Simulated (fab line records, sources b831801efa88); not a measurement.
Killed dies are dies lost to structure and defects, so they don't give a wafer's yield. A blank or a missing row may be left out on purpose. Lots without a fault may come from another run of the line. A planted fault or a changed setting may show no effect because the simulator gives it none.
Which tool did it? | flow sky130 | 6 lots, 17 wafers sampled, at 3 steps of a route of 708

WHAT THE GAUGES READ, wafer by wafer
SKY_SD_P_CD_MEAS_07: target cd 380 nm.
lot  | measured     | on        | cd_nm (nm)
L361 | day 27 00:03 | cd_sem-01 | 382.5 381.7 381.0
L367 | day 28 16:26 | cd_sem-01 | 424.9 382.4
L374 | day 31 02:05 | cd_sem-02 | 379.5 379.3 377.6
L376 | day 31 13:11 | cd_sem-02 | 380.7 380.6 382.0
L379 | day 32 13:23 | cd_sem-02 | 383.9 381.1 380.9
L381 | day 33 00:39 | cd_sem-02 | 380.8 379.9 382.7

WHICH TOOL RAN EACH LOT (tool, then ch and the chambers of the sampled wafers, then the start)
lot  | SKY_SONOS_ONO_STRIP_17               | SKY_SD_P_COAT_02
L361 | plasma_asher-01 ch 0,1, day 13 18:25 | litho_track-01 ch 0, day 26 09:05
L367 | plasma_asher-01 ch 0,1, day 15 15:32 | litho_track-04 ch 0, day 28 02:14
L374 | plasma_asher-02 ch 0,1, day 18 01:56 | litho_track-01 ch 0, day 30 11:55
L376 | plasma_asher-02 ch 0,1, day 18 14:20 | litho_track-02 ch 0, day 30 23:00
L379 | plasma_asher-01 ch 0,1, day 19 18:27 | litho_track-01 ch 0, day 32 00:02
L381 | plasma_asher-03 ch 0,1, day 20 09:09 | litho_track-02 ch 0, day 32 11:01
- SKY_SONOS_ONO_STRIP_17: strips in O2/N2.
- SKY_SD_P_COAT_02: resist thk 1140 nm.

THE ANSWER, worked out from the rows above alone
Rule: what is usual is taken from the lots themselves. Put in order of their means at a reading, lots are off if they are a third of the lots or fewer, leave a main group of 4 or more, and stand apart from it by a gap of 3 or more times the standard deviation of the main group's means; of several such gaps the widest counts. A main group whose means are all the same, to the digits that the tables above print for the reading, isn't used. A lot without any number at a reading at which 4 lots or more have one is off too. The other lots that the step has rows for count as sound.
Off: L367, at SKY_SD_P_CD_MEAS_07 (cd_nm). The main group: mean 380.9 nm, standard deviation 1.1.
A tool fits if, at a process step before that reading, it ran every lot that is off, and no sound lot after the first of them. The gauges at SKY_SD_P_CD_MEAS_07 are tried like those tools. Can't be told from this: 2 tools fit, litho_track-04 at SKY_SD_P_COAT_02, cd_sem-01 at SKY_SD_P_CD_MEAS_07.

WHAT THE SIMULATOR HAD PUT IN
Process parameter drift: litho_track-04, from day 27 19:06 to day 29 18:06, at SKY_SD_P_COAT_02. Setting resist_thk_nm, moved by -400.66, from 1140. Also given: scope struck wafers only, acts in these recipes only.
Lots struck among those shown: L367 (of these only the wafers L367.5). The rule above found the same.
